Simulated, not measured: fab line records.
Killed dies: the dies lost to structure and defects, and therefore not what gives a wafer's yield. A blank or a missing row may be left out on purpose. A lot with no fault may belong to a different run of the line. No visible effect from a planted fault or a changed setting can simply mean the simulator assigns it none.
Matching of chambers | flow sky130 | SKY_POLY_GATE_ETCH_16 on rie-diel-01: 4 sister chambers
The step etches Si3N4 in CH3F/O2, stops on poly-Si, time 147.5 s, target depth 75 nm. 7 wafers are shown with their chamber, then 7 later ones without.

== WAFERS PAIRED WITH THEIR CHAMBERS ==
wafer  | chamber | drypump-motor-current-A (A) | O2_flow_sccm (sccm)
L591.5 | 0       | 6.2                         | 30.21
L593.3 | 2       | 5.0                         | 30.15
L595.1 | 1       | 5.7                         | 30.07
L595.3 | 3       | 5.3                         | 30.00
L595.6 | 2       | 5.0                         | 29.92
L603.1 | 1       | 5.6                         | 30.13
L603.3 | 3       | 5.4                         | 30.05

== WAFERS WITHOUT THEIR CHAMBER ==
wafer  | drypump-motor-current-A (A) | O2_flow_sccm (sccm)
L603.4 | 5.0                         | 29.90
L607.1 | 5.4                         | 30.00
L607.3 | 6.1                         | 30.18
L607.5 | 5.6                         | 30.03
L608.2 | 6.2                         | 29.83
L608.4 | 5.7                         | 30.09
L608.6 | 5.4                         | 29.96

== WHICH CHAMBER EACH WENT THROUGH ==
wafer  | from the rows above | in truth
L603.4 | 2                   | 2
L607.1 | 3                   | 3
L607.3 | 0                   | 0
L607.5 | 1                   | 1
L608.2 | 0                   | 0
L608.4 | 1                   | 1
L608.6 | 3                   | 3
Correct placement for 7 of the 7. Not placeable from these rows: 0. 0 placed wrongly.
How it was worked out, from the rows above alone: a wafer's distance from a chamber is the root of the sum, over the readings, of the square of ((its reading less the chamber's mean) divided by the reading's scatter). The wafer belongs to the nearest chamber; if the next one is less than 2 further off, it can't be placed. A chamber's mean is the mean of its shown wafers. The scatter: the root of (the sum of the squares of (reading less its chamber's mean) over the shown wafers, divided by (wafers less chambers)).
